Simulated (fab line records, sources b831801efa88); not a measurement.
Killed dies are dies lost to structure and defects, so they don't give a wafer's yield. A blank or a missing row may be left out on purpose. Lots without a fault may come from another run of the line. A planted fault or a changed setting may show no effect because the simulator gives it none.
A struck lot beside a sound one | flow sfq_line | 14 steps out of a route of 325
Sound: wafers L886.2, L886.4, L886.5. Struck: wafers L889.1, L889.3, L889.4. The cause comes at the end.
At each step with rows: each side's tool, then ch and its chambers, then its first start. Under that, the readings that differ: sound wafers | struck wafers | difference of the means | sigmas: that difference in standard deviations of wafers without a fault.
alike: readings whose means differ by less than 2 such deviations, and words and numbers that are the same on both sides. not compared: withheld readings, readings that some wafer has no value for, bounds like >300 that may hide the same value, and numbers for which the record gives no deviation and whose values overlap.
The two part at a step that has a row with sigmas, a row that says differs or no value, or rows on one side only. Numbers that don't overlap but have no deviation are shown without sigmas and don't part them. A reading that every wafer of one side lacks parts them only if that side has two wafers or more.

first, 3 steps without rows for these wafers: SFQ_TRILAYER_I7_VIA_LITHO_EXPOSE_188 (exposes mask I7, target cd 1000 nm); SFQ_TRILAYER_I7_VIA_LITHO_PEB_190 (peb time 60 s); SFQ_TRILAYER_I7_VIA_LITHO_DEVELOP_189 (time 60 s).
SFQ_I7_OVL_MEAS_947:
  sound on overlay-01, day 77 03:46; struck on overlay-02, day 79 00:53
  alike: I7_OVL
SFQ_TRILAYER_I7_VIA_BARC_OPEN_VIA_ETCH_260: etches BARC in O2, target depth 125 nm, time 41.7 s.
  sound on rie_diel-02 ch 0,3, day 77 03:47; struck on rie_diel-02 ch 0,2,3, day 79 00:55
  alike: drypump_motor_current_A, oes_product_au
  not compared: rf_hours_counter_h
SFQ_TRILAYER_I7_VIA_ETCH_VIA_ETCH_190: etches SiO2 in CHF3, stops on Nb, target depth 260 nm.
  sound on rie_diel-02 ch 0,3, day 77 03:50; struck on rie_diel-02 ch 0,2,3, day 79 00:57
  alike: drypump_motor_current_A, oes_product_au
SFQ_TRILAYER_I7_VIA_STRIP_STRIP_191: strips in O2.
  sound on rie_metal-01 ch 0,1, day 77 03:56; struck on rie_metal-02 ch 0,1, day 79 01:04
  alike: drypump_motor_current_A, oes_product_au, platen_temp_c
  not compared: rf_hours_counter_h
then, 5 steps without rows for these wafers: SFQ_TRILAYER_I7_VIA_STRIP_SOLV_CLEAN_192 (cleans in NMP, time 600 s); SFQ_TRILAYER_M8_LITHO_LOR_COAT_197; SFQ_TRILAYER_M8_LITHO_LOR_BAKE_198; SFQ_TRILAYER_M8_LITHO_COAT_193 (resist thk 600 nm); SFQ_TRILAYER_M8_LITHO_SOFTBAKE_199.
-- the record jumps here: 5 days lie between the struck wafers' starts before and after --
SFQ_TRILAYER_M8_LITHO_EXPOSE_194: exposes mask M8, target cd 2000 nm.
  sound on krf_scanner-01 ch 0, day 81 16:14; struck on krf_scanner-01, day 83 17:14
  no value came back on the struck wafers for exposure_dose_mJ_cm2, focus_offset_nm (nm), stage_vel_mm_s (mm/s); on the sound wafers exposure_dose_mJ_cm2 reads 14.397 14.376 14.378
  alike: mask
then, 1 step without rows for these wafers: SFQ_TRILAYER_M8_LITHO_PEB_196 (peb time 60 s).

WHERE THEY PART
Only at SFQ_TRILAYER_M8_LITHO_EXPOSE_194, within this record.

WHY: what the simulator had put in
Skipped step whole: krf_scanner-01, from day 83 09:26 on, at SFQ_TRILAYER_M8_LITHO_EXPOSE_194. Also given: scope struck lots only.
